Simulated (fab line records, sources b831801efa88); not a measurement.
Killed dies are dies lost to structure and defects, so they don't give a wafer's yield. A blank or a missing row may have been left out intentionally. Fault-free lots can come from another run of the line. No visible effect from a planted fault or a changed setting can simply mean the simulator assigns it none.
fab line records	flow sky130
[record] lots = 13	wafers = 39	last-day = 50
route steps=708 shown LDD_P@265 LDD_LDN@300 POLY_CUT@315 PAD_OPEN@708
lots that met no fault: from a run of the same line without faults
start-h: start of the lot's first displayed wafer, in hours after the record's first day	wait-h: hours elapsed since this lot's preceding step	" as in the row above	L1.1+2: one row covering several wafers at once	- no value, or no start given	* or withheld: withheld	< > ~ a bound
route shown NAME@n: a module of which the file shows steps, and the number in the route of the first	usual: the fault-free wafers' mean and standard deviation	same: alike in all rows	chamber/n: place in a boat	sites: per-site readings	_std_site: the standard deviation of these	_edge_site: outer sites' mean less inner sites'	radius-mm: how far each site lies from the wafer's centre	mask NAME#n: copy n	behind: the most recent tool/chamber to have shaped the wafer	hold: the reason the lot was held/the length of the hold in hours/how it ended	device: the n, p or np transistor that did not switch	end of line: the tests these same wafers got at the end of their route	where a step has no rows: the recipe by itself	killed: the dies lost at the first sort to structure and to defects; this is not the yield of the wafer	map: the dies of a wafer, with x for killed, . for not killed, _ for no die there
set.NAME: the setting as run; set.NAME@STEP: as run at that earlier step	model.NAME: the simulator's own value behind a step, which no gauge read
a sample of lots followed through the steps of the route, with each step as a table and each wafer as a row
services: the hour from which a tool's chamber was out of use, counted from the record's first day as start-h (under 0 if before that day), plus the number of hours and why
[[steps]]
[step SKY_LDD_P_STRIP_10]
[recipe] chemistry = O2/N2	power-w = 1400	pressure-mtorr = 1500	platen-temp-c = withheld	o2-flow-sccm = 3000	n2-flow-sccm = 300	overash-fraction = 0.5
[usual] drypump-motor-current-A = 6.0/0.58	oes-product-au = 0.715/0.0047	strip-time-to-endpoint-s = 14.18/0.044
lot.wafer	tool	chamber	start-h	wait-h	drypump-motor-current-A	oes-product-au	rf-hours-counter-h	strip-time-to-endpoint-s
L959.4	plasma-asher-03	1	431.28	0.1	6.3	0.720	-	14.25
L959.5	"	1	"	"	6.3	0.722	-	14.19
L959.6	"	0	"	"	5.6	0.715	-	14.21
L961.4	plasma-asher-04	0	459.99	0.1	5.2	0.715	-	14.17
L961.5	"	0	"	"	5.2	0.714	-	14.17
L961.6	"	1	"	"	6.8	0.717	-	14.21
L962.2	plasma-asher-04	1	471.71	0.1	6.8	0.710	74	14.19
L962.5	"	1	"	"	6.8	0.720	-	14.16
L962.6	"	0	"	"	5.2	0.722	-	14.19
L964.1	plasma-asher-04	1	479.56	0.1	6.8	0.714	75	14.28
L964.2	"	0	"	"	5.2	0.721	75	14.25
L964.6	"	0	"	"	5.2	0.714	-	14.27
L965.1	plasma-asher-03	0	494.46	0.1	5.6	0.714	7	14.16
L965.4	"	1	"	"	6.4	0.715	-	14.14
L965.6	"	0	"	"	5.6	0.712	-	14.11
L966.2	plasma-asher-03	1	508.06	0.1	6.3	0.717	9	14.20
L966.4	"	1	"	"	6.3	0.709	-	14.21
L966.6	"	0	"	"	5.6	0.720	-	14.18
L968.2	plasma-asher-02	0	533.14	0.1	5.8	0.712	68	14.11
L968.3	"	0	"	"	5.8	0.708	-	14.15
L968.4	"	1	"	"	6.2	0.716	-	14.09
L973.1	plasma-asher-04	1	585.36	0.1	6.7	0.719	85	14.06
L973.4	"	1	"	"	6.8	0.716	-	14.13
L973.5	"	1	"	"	6.7	0.708	-	14.13
L975.1	plasma-asher-02	1	603.61	0.1	6.2	0.726	75	14.17
L975.2	"	0	"	"	5.8	0.711	75	14.20
L975.3	"	0	"	"	5.8	0.719	-	14.20
L976.1	plasma-asher-04	1	604.89	0.1	6.7	0.725	87	14.16
L976.3	"	0	"	"	5.2	0.720	-	14.17
L976.6	"	1	"	"	6.7	0.722	-	14.14
L978.1	plasma-asher-03	1	613.59	0.1	6.4	0.718	19	14.17
L978.2	"	0	"	"	5.7	0.713	19	14.22
L978.5	"	1	"	"	6.3	0.709	-	14.17
L979.1	plasma-asher-04	1	627.01	0.1	6.8	0.714	89	14.16
L979.5	"	0	"	"	5.2	0.712	-	14.17
L979.6	"	1	"	"	6.7	0.713	-	14.18
L980.4	plasma-asher-04	1	634.58	0.1	6.7	0.715	-	14.18
L980.5	"	1	"	"	6.8	0.720	-	14.14
L980.6	"	0	"	"	5.2	0.713	-	14.19
[step SKY_LDD_LDN_IMPLANT_11]
[recipe] species = As	energy-kev = 15	dose-cm2 = 1.25e+13	tilt-deg = withheld	rotation-deg = 293
[usual] dose-ions-cm2 = 1.25e+13/1.3e+10	faraday-current-uA = 70.5/1.3
lot.wafer	tool	chamber	start-h	wait-h	dose-ions-cm2	faraday-current-uA
L959.4	implanter-02	0	523.76	0.1	1.2497e+13	71.3
L959.5	"	0	"	"	1.2482e+13	71.2
L959.6	"	0	"	"	1.2481e+13	70.3
L961.4	implanter-01	0	551.50	0.1	1.2517e+13	69.2
L961.5	"	0	"	"	1.2493e+13	71.6
L961.6	"	0	"	"	1.2514e+13	68.6
L962.2	implanter-01	0	562.41	0.1	1.2502e+13	70.9
L962.5	"	0	"	"	1.2515e+13	69.8
L962.6	"	0	"	"	1.2498e+13	69.4
L964.1	implanter-01	0	570.12	0.1	1.2487e+13	71.0
L964.2	"	0	"	"	1.2496e+13	69.6
L964.6	"	0	"	"	1.2531e+13	71.8
L965.1	implanter-01	0	585.74	0.1	1.1628e+13	66.2
L965.4	"	0	"	"	1.162e+13	64.1
L965.6	"	0	"	"	1.1634e+13	65.0
L966.2	implanter-02	0	598.30	0.1	1.2506e+13	70.0
L966.4	"	0	"	"	1.25e+13	72.5
L966.6	"	0	"	"	1.2502e+13	69.9
L968.2	implanter-01	0	622.94	0.1	1.1628e+13	64.7
L968.3	"	0	"	"	1.1616e+13	66.7
L968.4	"	0	"	"	1.1633e+13	67.1
L973.1	implanter-02	0	673.12	0.1	1.25e+13	68.2
L973.4	"	0	"	"	1.2492e+13	72.2
L973.5	"	0	"	"	1.2513e+13	68.4
L975.1	implanter-02	0	690.72	0.1	1.2496e+13	71.3
L975.2	"	0	"	"	1.2526e+13	68.1
L975.3	"	0	"	"	1.25e+13	70.9
L976.1	implanter-04	0	692.22	0.1	1.2498e+13	69.9
L976.3	"	0	"	"	1.2488e+13	69.7
L976.6	"	0	"	"	1.2497e+13	72.8
L978.1	implanter-01	0	699.17	0.1	1.2489e+13	71.6
L978.2	"	0	"	"	1.2521e+13	72.8
L978.5	"	0	"	"	1.2516e+13	69.7
L979.1	implanter-04	0	712.07	0.1	1.2507e+13	68.7
L979.5	"	0	"	"	1.2491e+13	70.4
L979.6	"	0	"	"	1.2515e+13	72.1
L980.4	implanter-04	0	718.71	0.1	1.2475e+13	73.3
L980.5	"	0	"	"	1.2467e+13	72.5
L980.6	"	0	"	"	1.2483e+13	70.8
[step SKY_POLY_CUT_CD_MEAS_08]
[recipe] target-cd-nm = 270
[usual] cd-nm = 270.1/1.3
lot.wafer	tool	chamber	start-h	wait-h	cd-nm
L959.4	cd-sem-02	-	556.90	-	270.7
L959.5	"	-	"	"	272.5
L959.6	"	-	"	"	271.0
L961.4	cd-sem-01	-	582.11	-	268.3
L961.5	"	-	"	"	267.4
L961.6	"	-	"	"	269.3
L962.2	cd-sem-02	-	593.57	-	270.7
L962.5	"	-	"	"	269.9
L962.6	"	-	"	"	269.4
L964.1	cd-sem-01	-	601.53	-	271.2
L964.2	"	-	"	"	270.8
L964.6	"	-	"	"	271.7
L965.1	cd-sem-01	-	617.34	-	267.0
L965.4	"	-	"	"	268.3
L965.6	"	-	"	"	268.9
L966.2	cd-sem-01	-	630.43	-	270.9
L966.4	"	-	"	"	270.3
L966.6	"	-	"	"	269.7
L968.2	cd-sem-01	-	653.41	-	269.1
L968.3	"	-	"	"	271.2
L968.4	"	-	"	"	270.4
L973.1	cd-sem-01	-	702.84	-	269.3
L973.4	"	-	"	"	270.4
L973.5	"	-	"	"	269.4
L975.1	cd-sem-01	-	720.92	-	270.0
L975.2	"	-	"	"	268.5
L975.3	"	-	"	"	269.6
L976.1	cd-sem-01	-	721.49	-	271.9
L976.3	"	-	"	"	271.8
L976.6	"	-	"	"	271.0
L978.1	cd-sem-01	-	729.75	-	270.7
L978.2	"	-	"	"	270.7
L978.5	"	-	"	"	270.0
L979.1	cd-sem-01	-	741.14	-	268.1
L979.5	"	-	"	"	267.5
L979.6	"	-	"	"	269.3
L980.4	cd-sem-02	-	747.70	-	269.8
L980.5	"	-	"	"	271.4
L980.6	"	-	"	"	270.6
[step SKY_POLY_CUT_OVL_MEAS_09]
[usual] POLY_CUT_OVL = 2/6
lot.wafer	tool	chamber	start-h	wait-h	POLY_CUT_OVL[nm]
L959.4	overlay-02	-	556.98	0.1	1
L959.5	"	-	"	"	6
L959.6	"	-	"	"	9
L961.4	overlay-01	-	582.19	0.1	1
L961.5	"	-	"	"	12
L961.6	"	-	"	"	4
L962.2	overlay-02	-	593.68	0.1	-1
L962.5	"	-	"	"	-6
L962.6	"	-	"	"	4
L964.1	overlay-02	-	601.65	0.1	3
L964.2	"	-	"	"	-18
L964.6	"	-	"	"	-4
L965.1	overlay-01	-	617.46	0.1	2
L965.4	"	-	"	"	-6
L965.6	"	-	"	"	-3
L966.2	overlay-01	-	630.53	0.1	-4
L966.4	"	-	"	"	-5
L966.6	"	-	"	"	0
L968.2	overlay-02	-	653.51	0.1	0
L968.3	"	-	"	"	3
L968.4	"	-	"	"	-1
L973.1	overlay-02	-	702.96	0.1	7
L973.4	"	-	"	"	-8
L973.5	"	-	"	"	3
L975.1	overlay-02	-	721.04	0.1	-5
L975.2	"	-	"	"	9
L975.3	"	-	"	"	-2
L976.1	overlay-01	-	721.61	0.1	-8
L976.3	"	-	"	"	-3
L976.6	"	-	"	"	2
L978.1	overlay-02	-	729.87	0.1	5
L978.2	"	-	"	"	11
L978.5	"	-	"	"	3
L979.1	overlay-02	-	741.26	0.1	1
L979.5	"	-	"	"	6
L979.6	"	-	"	"	13
L980.4	overlay-02	-	747.78	0.1	-6
L980.5	"	-	"	"	2
L980.6	"	-	"	"	-4
[step SKY_PAD_OPEN_PROBE_99]
[usual] killed_at_M0_to_M3 = 43/7.3	killed_at_M4_up = 3.4/1.7	killed-at-contacts = 24/4.5	killed-at-front-end = 16/4.4	killed-at-other = 0.2/0.51	killed-dies = 86/9.7	killed-open = 46/6.6	killed-short = 39/7.1
[same] gross-dies = 492	killed-at-back-side = 0
lot.wafer	tool	chamber	start-h	wait-h	killed_at_M0_to_M3	killed_at_M4_up	killed-at-contacts	killed-at-front-end	killed-at-other	killed-dies	killed-open	killed-short
L959.4	prober-01	-	1076.83	0.2	27	5	19	22	0	73	43	30
L959.5	prober-01	-	1076.88	0.2	52	3	24	16	0	95	48	46
L959.6	prober-01	-	1076.93	0.2	40	4	19	16	0	79	50	28
L961.4	prober-01	-	1095.22	0.2	41	2	25	15	0	83	51	32
L961.5	prober-01	-	1095.27	0.2	50	3	27	17	0	97	54	43
L961.6	prober-01	-	1095.32	0.2	51	3	24	13	0	91	51	40
L962.2	prober-01	-	1101.59	0.1	39	3	24	19	0	85	46	38
L962.5	prober-01	-	1101.74	0.2	40	0	19	11	0	70	40	30
L962.6	prober-01	-	1101.79	0.2	40	4	31	17	0	92	51	41
L964.1	prober-01	-	1106.73	0.1	51	3	22	7	0	83	45	38
L964.2	prober-01	-	1106.78	0.1	44	6	26	11	0	87	52	35
L964.6	prober-01	-	1106.98	0.2	47	7	21	23	0	98	59	39
L966.2	prober-01	-	1124.21	0.1	50	4	24	23	1	102	48	54
L966.4	prober-01	-	1124.31	0.2	59	2	20	14	0	95	48	47
L966.6	prober-01	-	1124.41	0.2	41	2	27	18	0	88	46	42
L968.2	prober-01	-	1139.22	0.1	37	6	20	19	0	82	38	43
L968.3	prober-01	-	1139.27	0.2	34	2	26	14	0	76	46	30
L968.4	prober-01	-	1139.32	0.2	39	4	26	19	0	88	50	38
L965.1	prober-01	-	1167.05	0.1	42	4	28	9	0	83	39	44
L965.4	prober-01	-	1167.20	0.2	44	4	25	12	0	85	39	46
L965.6	prober-01	-	1167.30	0.2	43	3	33	18	0	97	51	45
L973.1	prober-01	-	1171.09	0.1	36	5	29	13	0	83	48	35
L973.4	prober-01	-	1171.24	0.2	55	4	26	22	0	107	64	43
L973.5	prober-01	-	1171.29	0.2	46	3	23	19	0	91	53	38
L975.1	prober-01	-	1185.29	0.1	41	5	23	18	0	87	51	36
L975.2	prober-01	-	1185.34	0.1	45	2	17	6	0	70	42	28
L975.3	prober-01	-	1185.39	0.2	40	1	22	23	1	87	42	45
L976.1	prober-01	-	1186.39	0.1	44	5	28	19	0	96	53	43
L976.3	prober-01	-	1186.49	0.2	37	4	21	10	0	72	39	32
L976.6	prober-01	-	1186.64	0.2	46	4	23	13	0	86	55	31
L978.1	prober-01	-	1191.20	0.2	31	3	19	12	0	65	38	27
L978.2	prober-01	-	1191.25	0.2	33	7	29	14	1	84	47	37
L978.5	prober-01	-	1191.40	0.3	33	1	22	16	0	72	41	31
L979.1	prober-01	-	1197.57	0.1	39	4	30	8	0	81	38	43
L979.5	prober-01	-	1197.77	0.2	34	2	27	3	0	66	39	27
L979.6	prober-01	-	1197.82	0.2	40	2	21	13	0	76	45	31
L980.4	prober-01	-	1203.20	0.2	49	3	22	11	0	85	48	37
L980.5	prober-01	-	1203.25	0.2	36	3	25	16	0	80	42	37
L980.6	prober-01	-	1203.30	0.2	43	2	15	21	0	81	45	35
// killed by level:class
L959.4 CONTACT:geometric-particle:open=11 VIA1:geometric-particle:open=9 FIELD_ISO:geometric-particle:open=6 FIELD_ISO:geometric-particle:short=5 POLY_GATE:geometric-particle:short=5 CONTACT:geometric-particle:short=5 VIA2:geometric-particle:open=5 VIA3:geometric-particle:open=4
L959.5 VIA1:geometric-particle:open=10 CONTACT:geometric-particle:short=8 METAL1:geometric-particle:short=7 CONTACT:geometric-particle:open=7 VIA2:geometric-particle:short=7 VIA3:geometric-particle:open=7 FIELD_ISO:geometric-particle:open=6 VIA1:geometric-particle:short=5
L959.6 VIA1:geometric-particle:open=11 CONTACT:geometric-particle:open=9 VIA2:geometric-particle:open=8 VIA3:geometric-particle:short=6 FIELD_ISO:geometric-particle:open=5 CONTACT:geometric-particle:short=5 VIA3:geometric-particle:open=5 LI_CONTACT:geometric-particle:open=4
L961.4 CONTACT:geometric-particle:open=9 VIA3:geometric-particle:open=9 VIA2:geometric-particle:open=9 LI_CONTACT:geometric-particle:open=7 VIA1:geometric-particle:open=6 METAL2:geometric-particle:short=6 FIELD_ISO:geometric-particle:open=5 POLY_GATE:geometric-particle:short=5
L961.5 VIA1:geometric-particle:open=13 LI_CONTACT:geometric-particle:open=8 VIA3:geometric-particle:open=8 CONTACT:geometric-particle:short=7 CONTACT:geometric-particle:open=7 METAL2:geometric-particle:short=6 VIA2:geometric-particle:short=5 VIA2:geometric-particle:open=5
L961.6 VIA1:geometric-particle:open=12 VIA3:geometric-particle:open=10 VIA2:geometric-particle:open=9 CONTACT:geometric-particle:open=7 LI_CONTACT:geometric-particle:open=6 POLY_GATE:geometric-particle:short=5 LI_CONTACT:geometric-particle:short=5 CONTACT:geometric-particle:short=5
L962.2 CONTACT:geometric-particle:open=12 VIA1:geometric-particle:open=7 LI_CONTACT:geometric-particle:open=6 VIA1:geometric-particle:short=6 POLY_GATE:geometric-particle:open=5 CONTACT:geometric-particle:short=5 METAL1:geometric-particle:short=5 VIA3:geometric-particle:open=5
L962.5 VIA1:geometric-particle:open=13 CONTACT:geometric-particle:open=8 CONTACT:geometric-particle:short=6 METAL1:geometric-particle:short=5 VIA1:geometric-particle:short=5 LI_CONTACT:geometric-particle:open=4 VIA2:geometric-particle:open=4 METAL2:geometric-particle:short=4
L962.6 CONTACT:geometric-particle:open=10 VIA1:geometric-particle:open=10 LI_CONTACT:geometric-particle:open=8 METAL1:geometric-particle:short=6 VIA3:geometric-particle:open=5 LI_CONTACT:geometric-particle:short=4 CONTACT:geometric-particle:short=4 METAL2:geometric-particle:short=4
L964.1 VIA1:geometric-particle:open=12 CONTACT:geometric-particle:open=9 VIA3:geometric-particle:open=8 VIA2:geometric-particle:open=7 METAL2:geometric-particle:short=6 LI_CONTACT:geometric-particle:open=5 METAL1:geometric-particle:short=5 LI_CONTACT:geometric-particle:short=4
L964.2 CONTACT:geometric-particle:open=11 VIA2:geometric-particle:open=11 VIA1:geometric-particle:open=10 VIA1:geometric-particle:short=7 LI_CONTACT:geometric-particle:open=6 LOCAL_INTERCONNECT:geometric-particle:short=5 METAL1:geometric-particle:short=4 VIA3:geometric-particle:open=4
L964.6 VIA2:geometric-particle:open=11 VIA1:geometric-particle:open=11 CONTACT:geometric-particle:open=9 VIA3:geometric-particle:open=7 METAL4:geometric-particle:short=6 FIELD_ISO:geometric-particle:open=5 METAL3:geometric-particle:short=5 SPACER:geometric-particle:open=4
L966.2 POLY_GATE:geometric-particle:short=11 VIA2:geometric-particle:open=10 VIA1:geometric-particle:short=8 VIA1:geometric-particle:open=8 CONTACT:geometric-particle:open=7 LI_CONTACT:geometric-particle:open=6 FIELD_ISO:geometric-particle:short=5 LI_CONTACT:geometric-particle:short=5
L966.4 VIA1:geometric-particle:open=12 VIA3:geometric-particle:open=10 VIA2:geometric-particle:short=9 LI_CONTACT:geometric-particle:open=8 VIA1:geometric-particle:short=8 VIA2:geometric-particle:open=7 METAL1:geometric-particle:short=5 FIELD_ISO:geometric-particle:open=4
L966.6 CONTACT:geometric-particle:open=9 VIA2:geometric-particle:open=8 CONTACT:geometric-particle:short=7 VIA1:geometric-particle:open=7 POLY_GATE:geometric-particle:short=6 METAL1:geometric-particle:short=6 VIA1:geometric-particle:short=6 VIA3:geometric-particle:open=5
L968.2 VIA2:geometric-particle:open=8 LI_CONTACT:geometric-particle:open=7 VIA3:geometric-particle:open=7 FIELD_ISO:geometric-particle:short=6 METAL1:geometric-particle:short=6 POLY_GATE:geometric-particle:short=5 CONTACT:geometric-particle:open=5 METAL2:geometric-particle:short=5
L968.3 CONTACT:geometric-particle:open=9 VIA1:geometric-particle:open=9 LI_CONTACT:geometric-particle:open=7 CONTACT:geometric-particle:short=6 VIA2:geometric-particle:open=6 VIA3:geometric-particle:open=6 POLY_GATE:geometric-particle:short=4 METAL2:geometric-particle:short=4
L968.4 VIA1:geometric-particle:open=14 CONTACT:geometric-particle:open=10 CONTACT:geometric-particle:short=6 VIA3:geometric-particle:open=6 FIELD_ISO:geometric-particle:short=5 FIELD_ISO:geometric-particle:open=5 POLY_GATE:geometric-particle:short=5 VIA3:geometric-particle:short=5
L965.1 VIA2:geometric-particle:open=9 CONTACT:geometric-particle:short=8 CONTACT:geometric-particle:open=8 VIA1:geometric-particle:open=7 METAL2:geometric-particle:short=6 METAL3:geometric-particle:short=6 LI_CONTACT:geometric-particle:open=5 POLY_GATE:geometric-particle:short=4
L965.4 LI_CONTACT:geometric-particle:open=8 CONTACT:geometric-particle:open=7 METAL2:geometric-particle:short=7 METAL1:geometric-particle:short=6 VIA2:geometric-particle:open=5 VIA3:geometric-particle:short=4 METAL2:geometric-particle:open=4 VIA1:geometric-particle:open=4
L965.6 VIA1:geometric-particle:open=11 CONTACT:geometric-particle:open=10 CONTACT:geometric-particle:short=8 VIA2:geometric-particle:open=8 LI_CONTACT:geometric-particle:open=6 POLY_GATE:geometric-particle:open=5 LOCAL_INTERCONNECT:geometric-particle:short=5 VIA1:geometric-particle:short=5
L973.1 LI_CONTACT:geometric-particle:open=11 VIA1:geometric-particle:open=8 CONTACT:geometric-particle:open=8 METAL1:geometric-particle:short=6 METAL2:geometric-particle:short=6 FIELD_ISO:geometric-particle:open=5 VIA3:geometric-particle:open=5 CONTACT:geometric-particle:short=4
L973.4 VIA1:geometric-particle:open=13 FIELD_ISO:geometric-particle:open=8 CONTACT:geometric-particle:short=7 CONTACT:geometric-particle:open=6 VIA2:geometric-particle:open=6 LI_CONTACT:geometric-particle:open=5 METAL2:geometric-particle:short=5 VIA3:geometric-particle:open=5
L973.5 CONTACT:geometric-particle:open=9 VIA1:geometric-particle:open=9 VIA2:geometric-particle:open=8 METAL3:geometric-particle:short=7 LI_CONTACT:geometric-particle:open=6 CONTACT:geometric-particle:short=5 METAL2:geometric-particle:short=5 FIELD_ISO:geometric-particle:short=4
L975.1 VIA1:geometric-particle:open=17 LI_CONTACT:geometric-particle:open=8 CONTACT:geometric-particle:open=7 POLY_GATE:geometric-particle:short=6 VIA1:geometric-particle:short=5 POLY_GATE:geometric-particle:open=4 VIA3:geometric-particle:open=4 FIELD_ISO:geometric-particle:open=3
L975.2 VIA1:geometric-particle:open=13 CONTACT:geometric-particle:open=9 METAL2:geometric-particle:short=6 VIA2:geometric-particle:open=6 VIA1:geometric-particle:short=5 VIA3:geometric-particle:open=5 METAL1:geometric-particle:short=4 LOCAL_INTERCONNECT:geometric-particle:short=3
L975.3 VIA1:geometric-particle:open=12 CONTACT:geometric-particle:open=7 FIELD_ISO:geometric-particle:open=6 POLY_GATE:geometric-particle:open=6 VIA1:geometric-particle:short=6 CONTACT:geometric-particle:short=5 POLY_GATE:geometric-particle:short=5 METAL2:geometric-particle:short=5
L976.1 VIA1:geometric-particle:open=12 VIA2:geometric-particle:open=9 LI_CONTACT:geometric-particle:open=8 CONTACT:geometric-particle:short=8 POLY_GATE:geometric-particle:open=6 VIA3:geometric-particle:open=6 CONTACT:geometric-particle:open=6 FIELD_ISO:geometric-particle:short=4
L976.3 CONTACT:geometric-particle:open=11 VIA1:geometric-particle:open=9 VIA1:geometric-particle:short=6 VIA3:geometric-particle:open=6 VIA2:geometric-particle:open=5 POLY_GATE:geometric-particle:short=4 LI_CONTACT:geometric-particle:open=4 CONTACT:geometric-particle:short=4
L976.6 VIA1:geometric-particle:open=11 LI_CONTACT:geometric-particle:open=9 VIA1:geometric-particle:short=7 VIA2:geometric-particle:open=7 VIA3:geometric-particle:open=6 CONTACT:geometric-particle:open=5 FIELD_ISO:geometric-particle:open=4 METAL1:geometric-particle:short=4
L978.1 CONTACT:geometric-particle:open=10 VIA1:geometric-particle:open=7 LI_CONTACT:geometric-particle:open=4 METAL1:geometric-particle:short=4 METAL2:geometric-particle:short=4 VIA3:geometric-particle:open=4 VIA2:geometric-particle:open=4 POLY_GATE:geometric-particle:short=3
L978.2 CONTACT:geometric-particle:open=14 VIA2:geometric-particle:open=8 POLY_GATE:geometric-particle:short=5 VIA3:geometric-particle:open=5 VIA1:geometric-particle:open=5 VIA2:geometric-particle:short=4 METAL4:geometric-particle:short=4 LI_CONTACT:geometric-particle:short=4
L978.5 CONTACT:geometric-particle:open=10 VIA1:geometric-particle:open=8 CONTACT:geometric-particle:short=6 METAL2:geometric-particle:short=6 POLY_GATE:geometric-particle:open=5 VIA2:geometric-particle:short=5 METAL1:geometric-particle:short=4 VIA3:geometric-particle:open=4
L979.1 CONTACT:geometric-particle:short=9 LI_CONTACT:geometric-particle:open=8 CONTACT:geometric-particle:open=8 METAL2:geometric-particle:short=8 VIA2:geometric-particle:open=7 VIA1:geometric-particle:open=6 METAL1:geometric-particle:short=5 FIELD_ISO:geometric-particle:short=4
L979.5 LI_CONTACT:geometric-particle:open=7 CONTACT:geometric-particle:open=7 VIA1:geometric-particle:open=7 VIA2:geometric-particle:open=6 LI_CONTACT:geometric-particle:short=5 VIA3:geometric-particle:open=4 LOCAL_INTERCONNECT:geometric-particle:short=3 METAL1:geometric-particle:short=3
L979.6 LI_CONTACT:geometric-particle:open=10 VIA1:geometric-particle:open=9 CONTACT:geometric-particle:open=7 FIELD_ISO:geometric-particle:short=5 POLY_GATE:geometric-particle:open=5 METAL1:geometric-particle:short=5 VIA1:geometric-particle:short=5 VIA3:geometric-particle:open=5
L980.4 VIA1:geometric-particle:open=11 LI_CONTACT:geometric-particle:open=8 METAL2:geometric-particle:short=8 METAL1:geometric-particle:short=8 CONTACT:geometric-particle:open=7 VIA3:geometric-particle:open=6 FIELD_ISO:geometric-particle:open=4 VIA2:geometric-particle:short=4
L980.5 VIA1:geometric-particle:open=11 FIELD_ISO:geometric-particle:open=7 LOCAL_INTERCONNECT:geometric-particle:short=6 CONTACT:geometric-particle:open=6 VIA2:geometric-particle:open=5 LI_CONTACT:geometric-particle:open=5 POLY_GATE:geometric-particle:short=4 METAL1:geometric-particle:short=4
L980.6 VIA1:geometric-particle:open=14 VIA1:geometric-particle:short=8 METAL2:geometric-particle:short=8 FIELD_ISO:geometric-particle:short=6 POLY_GATE:geometric-particle:open=5 CONTACT:geometric-particle:open=5 LI_CONTACT:geometric-particle:open=4 VIA3:geometric-particle:open=4
[[services]]
tool	chamber	start-h	hours	kind
implanter-04	-	410.45	1.2	repair
implanter-02	-	415.07	2.5	repair
plasma-asher-03	-	421.25	9.0	pm
plasma-asher-03	0	421.25	9.0	vent-cycle
plasma-asher-03	1	421.25	9.0	vent-cycle
plasma-asher-03	0	430.25	-	clean
plasma-asher-03	1	430.25	-	clean
implanter-01	-	441.46	0.7	repair
plasma-asher-02	-	455.86	28.1	pm
implanter-01	-	461.47	3.6	pm
implanter-04	-	468.76	1.0	repair
plasma-asher-03	-	487.14	0.8	repair
implanter-02	-	490.60	3.0	repair
plasma-asher-04	-	517.48	14.6	pm
implanter-01	-	520.20	3.1	repair
implanter-02	-	528.85	5.5	pm
implanter-02	-	549.29	6.5	repair
implanter-04	-	551.00	4.1	pm
plasma-asher-02	-	596.10	1.3	repair
implanter-01	-	643.83	2.3	repair
implanter-04	-	667.40	10.4	repair
implanter-02	-	706.60	3.0	pm
[[key]]
[first-sign] step = SKY_LDD_LDN_IMPLANT_11	reading = dose-ions-cm2	direction = down	sigmas = 69	usual = *	struck = *
[effect] step = SKY_LDD_LDN_IMPLANT_11	reading = faraday-current-uA	direction = down	sigmas = 3.7	usual = 70.5	struck = 65.6
met-at SKY_LDD_LDN_IMPLANT_11
struck-lots L965,L968
tester-left-out L965,L968
not-acting-at SKY_LDD_P_STRIP_10,SKY_POLY_CUT_CD_MEAS_08,SKY_POLY_CUT_OVL_MEAS_09
onset-between 570.12 585.74
[fault] kind = process-parameter-drift	tool = implanter-01	chamber = -	onset-h = 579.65	steps = SKY_LDD_LDN_IMPLANT_11	channel = dose-cm2	offset = *	shape = step	end-h = 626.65	acts-in = *	stated = *
// tester-left-out: of these lots the tester's yield and bins aren't shown, on N5 and GAA mostly nor the transistor test; their killed dies are dies lost to structure and defects alone, not to doping, threshold or leakage, so they don't give the yield
